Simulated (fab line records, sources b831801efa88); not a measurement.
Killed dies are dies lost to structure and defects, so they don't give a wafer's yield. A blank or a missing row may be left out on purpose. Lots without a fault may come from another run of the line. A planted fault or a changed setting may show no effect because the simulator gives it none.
A struck lot beside a sound one | flow gf180mcu | 15 steps out of a route of 602
Sound: wafers L688.1, L688.4, L688.6. Struck: wafers L704.1, L704.2, L704.5. The cause comes at the end.
At each step with rows: each side's tool, then ch and its chambers, then its first start. Under that, the readings that differ: sound wafers | struck wafers | difference of the means | sigmas: that difference in standard deviations of wafers without a fault.
alike: readings whose means differ by less than 2 such deviations, and words and numbers that are the same on both sides. not compared: withheld readings, readings that some wafer has no value for, bounds like >300 that may hide the same value, and numbers for which the record gives no deviation and whose values overlap.
The two part at a step that has a row with sigmas, a row that says differs or no value, or rows on one side only. Numbers that don't overlap but have no deviation are shown without sigmas and don't part them. A reading that every wafer of one side lacks parts them only if that side has two wafers or more.

first, 1 step without rows for these wafers: GF_LVPWELL_DEVELOP_06 (develop time 60 s).
GF_LVPWELL_OVL_MEAS_07:
  sound on overlay-01, day 3 20:41; struck on overlay-02, day 7 13:46
  alike: LVPWELL_OVL
then, 2 steps without rows for these wafers: GF_LVPWELL_IMPLANT_08; GF_LVPWELL_IMPLANT_09.
GF_LVPWELL_STRIP_10: strips in O2/N2.
  sound on plasma_asher-03 ch 0,1, day 3 21:01; struck on plasma_asher-03 ch 0,1, day 7 14:05
  alike: drypump_motor_current_A, heater_power_w, oes_product_au, strip_time_to_endpoint_s
  not compared: rf_hours_counter_h
GF_LVPWELL_TW_MEAS_11:
  sound on film_metro-04, day 3 21:07; struck on film_metro-04, day 7 14:11
  alike: LVPWELL_TW
then, 6 steps without rows for these wafers: GF_MVSD_DEHYDRATE_00 (time 60 s); GF_MVSD_HMDS_01 (prime time 60 s); GF_MVSD_COAT_02 (resist thk 3000 nm); GF_MVSD_SOFTBAKE_03; GF_MVSD_EXPOSE_04 (exposes mask MVSD, target cd 1000 nm); GF_MVSD_PEB_05.
GF_MVSD_DEVELOP_06: develop time 60 s.
  sound on litho_track-04 ch 0, day 4 10:00; struck on litho_track-04 ch 0, day 8 06:00
  alike: resist_line_temp_C
GF_MVSD_OVL_MEAS_07:
  sound on overlay-01, day 4 10:13; struck on overlay-02, day 8 06:19
  reading       | sound         | struck | difference                    | sigmas
  MVSD_OVL (nm) | 0.4 -1.5 -0.6 | - - -  | no value on the struck wafers |
then, 1 step without rows for these wafers: GF_MVSD_IMPLANT_08.

WHERE THEY PART
Only at GF_MVSD_OVL_MEAS_07, within this record.

WHY: what the simulator had put in
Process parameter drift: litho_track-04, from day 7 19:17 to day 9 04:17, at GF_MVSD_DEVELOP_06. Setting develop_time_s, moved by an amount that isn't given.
